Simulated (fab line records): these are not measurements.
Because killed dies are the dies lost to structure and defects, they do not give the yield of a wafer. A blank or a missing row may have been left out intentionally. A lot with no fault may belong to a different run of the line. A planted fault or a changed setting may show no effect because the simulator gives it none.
Which of the tools did it? -- flow sky130 -- 36 wafers from 12 lots sampled at 5 of the route's 708 steps

## WHAT THE GAUGES READ, wafer by wafer
SKY_SONOS_ONO_THK_MEAS_01. Usual: SONOS_ONO_OXIDATION_THK 2.59 nm, standard deviation 0.071.
lot,measured,on,SONOS_ONO_OXIDATION_THK (nm),flag
L574,day 11 12:22,film metro-04,2.68 2.63 2.63,
L576,day 12 03:26,film metro-04,2.54 2.61 2.59,
L580,day 13 18:16,film metro-01,2.51 2.56 2.47,
L582,day 14 05:25,film metro-04,2.65 2.61 2.68,
L584,day 15 03:44,film metro-04,2.69 2.55 2.61,
L585,day 15 17:33,film metro-04,2.47 2.44 2.49,
L587,day 16 03:22,film metro-01,2.56 2.52 2.57,
L588,day 16 13:53,film metro-02,2.65 2.60 2.71,
L589,day 16 19:46,film metro-01,2.32 2.34 2.29,OFF
L590,day 17 01:33,film metro-02,2.23 2.33 2.37,OFF
L591,day 17 07:53,film metro-01,2.68 2.67 2.69,
L592,day 17 17:38,film metro-02,2.67 2.65 2.75,

SKY_LDD_HVP_OVL_MEAS_07. Usual: LDD_HVP_OVL 0.8 nm, standard deviation 1.2.
lot,measured,on,LDD_HVP_OVL (nm),flag
L574,day 21 16:14,overlay-02,1.5 1.4 2.0,
L576,day 22 11:52,overlay-01,1.9 1.0 2.6,
L580,day 24 07:31,overlay-02,1.1 2.1 -0.7,
L582,day 24 18:09,overlay-02,1.3 -0.3 0.4,
L584,day 25 19:49,overlay-02,1.5 1.9 2.0,
L585,day 26 06:09,overlay-01,-0.4 0.4 -0.7,
L587,day 26 17:58,overlay-01,0.0 0.8 -0.4,
L588,day 28 04:08,overlay-02,0.2 -0.1 -0.2,
L589,day 28 00:32,overlay-01,-3.2 -2.6 -2.5,
L590,day 28 03:03,overlay-01,1.3 1.2 1.4,
L591,day 28 01:56,overlay-01,1.9 2.0 2.0,
L592,day 28 07:20,overlay-01,0.8 0.1 0.8,

SKY_POLY_CUT_CD_MEAS_08: the cd target is 270 nm. Usual: cd nm at 270.2 nm, with a standard deviation of 1.3.
lot,measured,on,cd nm (nm),flag
L574,day 24 07:26,cd sem-02,272.6 271.8 273.0,
L576,day 25 01:37,cd sem-01,268.7 268.4 268.9,
L580,day 26 21:28,cd sem-01,270.9 270.6 270.3,
L582,day 27 07:25,cd sem-01,270.5 271.0 271.0,
L584,day 28 07:34,cd sem-02,269.0 268.9 269.6,
L585,day 28 18:47,cd sem-02,269.6 269.2 269.4,
L587,day 29 04:34,cd sem-02,271.2 271.4 271.2,
L588,day 30 15:38,cd sem-02,269.2 268.7 269.3,
L589,day 30 10:56,cd sem-02,269.6 271.4 271.0,
L590,day 30 13:44,cd sem-01,270.2 269.5 270.2,
L591,day 30 11:40,cd sem-02,268.4 269.3 268.8,
L592,day 30 20:53,cd sem-01,270.0 271.2 270.2,

## WHICH TOOL RAN EACH LOT (tool, then ch and the chambers of the sampled wafers, then the start)
lot,SKY_NWELL_RTA_28,SKY_SONOS_ONO_OXIDATION_00
L574,"rtp anneal-01 ch 0, day 5 05:24","furnace-02 ch 0, day 11 11:00"
L576,"rtp anneal-01 ch 0, day 5 16:52","furnace-02 ch 0, day 12 02:05"
L580,"rtp anneal-02 ch 0, day 6 20:53","furnace-02 ch 0, day 13 16:55"
L582,"rtp anneal-02 ch 0, day 7 07:32","furnace-01 ch 0, day 14 04:04"
L584,"rtp anneal-02 ch 0, day 8 00:23","furnace-01 ch 0, day 15 02:24"
L585,"rtp anneal-02 ch 0, day 8 10:30","furnace-02 ch 0, day 15 16:11"
L587,"rtp anneal-02 ch 0, day 8 18:29","furnace-02 ch 0, day 16 02:01"
L588,"rtp anneal-02 ch 0, day 9 00:35","furnace-01 ch 0, day 16 12:32"
L589,"rtp anneal-01 ch 0, day 9 04:41","furnace-02 ch 0, day 16 18:25"
L590,"rtp anneal-02 ch 0, day 9 11:07","furnace-02 ch 0, day 17 00:11"
L591,"rtp anneal-01 ch 0, day 9 17:53","furnace-01 ch 0, day 17 06:32"
L592,"rtp anneal-01 ch 0, day 10 01:01","furnace-01 ch 0, day 17 16:17"
- SKY_NWELL_RTA_28: time 30 s.
- SKY_SONOS_ONO_OXIDATION_00: stabilise 600 s, purge 300 s, target thk 2.6 nm.

## AS READ BY THE TOOLS THEMSELVES (means over the sampled wafers that have a number; for cases with no such wafer, the mark the record gives instead)
SKY_NWELL_RTA_28. Usual: lamp power pct 25.31 %, standard deviation 0.055; wafer_temp_C_max 1054.9, standard deviation 1.
lot,tool,lamp power pct (%),wafer_temp_C_max,flag
L574,rtp anneal-01,25.27,1055.7,
L576,rtp anneal-01,25.30,1054.5,
L580,rtp anneal-02,25.36,1053.9,
L582,rtp anneal-02,25.35,1053.9,
L584,rtp anneal-02,25.29,1054.3,
L585,rtp anneal-02,25.32,1055.8,
L587,rtp anneal-02,25.28,1055.6,
L588,rtp anneal-02,25.30,1056.1,
L589,rtp anneal-01,25.28,1056.0,
L590,rtp anneal-02,25.29,1055.2,
L591,rtp anneal-01,25.35,1054.6,
L592,rtp anneal-01,25.26,1054.9,

SKY_SONOS_ONO_OXIDATION_00. Usual: spike tc centre C 800.7 C, standard deviation 0.95; spike tc lower C 800.9 C, standard deviation 1.5; spike tc upper C 800.5 C, standard deviation 1.2; tube center temp C 800 C, standard deviation 0.077; tube_center_temp_C_max 802.1, standard deviation 0.34.
lot,tool,spike tc centre C (C),spike tc lower C (C),spike tc upper C (C),tube center temp C (C),tube_center_temp_C_max,flag
L574,furnace-02,799.3,801.5,800.9,800,801.8,
L576,furnace-02,800.5,801.1,801.3,800,802.1,
L580,furnace-02,801.2,802.4,801.3,800,802.0,
L582,furnace-01,801.9,799.8,798.9,800,802.0,
L584,furnace-01,801.1,800.1,799.4,800,802.1,
L585,furnace-02,800.8,803.0,802.1,800,802.0,
L587,furnace-02,800.4,801.0,800.7,800,802.1,
L588,furnace-01,800.3,798.9,799.3,800,802.1,
L589,furnace-02,793.3,795.4,794.6,793,795.2,OFF
L590,furnace-02,794.5,795.8,794.3,793,795.2,OFF
L591,furnace-01,801.4,800.7,800.2,800,801.9,
L592,furnace-01,800.5,799.2,799.2,800,802.0,

## THE ANSWER, worked out from the rows above alone
Rule: a lot counts as off when the mean over its wafers that have a number is more than 3 standard deviations away from the usual mean. Also off: a lot with no number at a reading for which 4 or more lots have one. All remaining lots with rows at the step are treated as sound. After the gauges, taken in route order, come the tools' own readings; for these a lot's mean is taken, as printed above. At the first step where some lot is off, the reading lying furthest off is the one used; lots without a number count as furthest.
Off: at SKY_SONOS_ONO_THK_MEAS_01 (SONOS_ONO_OXIDATION_THK), L589, L590.
A tool fits if, at a process step before that reading, it ran every lot that is off, and no sound lot after the first of them. The gauges at SKY_SONOS_ONO_THK_MEAS_01 aren't tried: what is off there is off at SKY_SONOS_ONO_OXIDATION_00 too, on other tools, and a gauge's error can't cause that. One fits: SKY_SONOS_ONO_OXIDATION_00 on furnace-02. A fault onset in the window from L587 (day 16 02:01, its last sound lot) to L589 (day 16 18:25, its first lot off) fits.
The tool's own readings at SKY_SONOS_ONO_OXIDATION_00 bear it out: on the lots that are off they differ by more than 5 times the standard deviation of the sound lots' means. spike tc centre C reads 793.9 C there against 800.7 C on the sound lots; spike tc upper C reads 794.5 C there against 800.3 C on the sound lots; tube center temp C reads 793 C there against 800 C on the sound lots; tube_center_temp_C_max reads 795.2 there against 802.0 on the sound lots.

## WHAT THE SIMULATOR HAD INSERTED
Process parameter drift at SKY_SONOS_ONO_OXIDATION_00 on furnace-02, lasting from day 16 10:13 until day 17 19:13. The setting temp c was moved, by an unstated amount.
Struck lots among those shown: L589, L590. The rule given above showed the same thing.
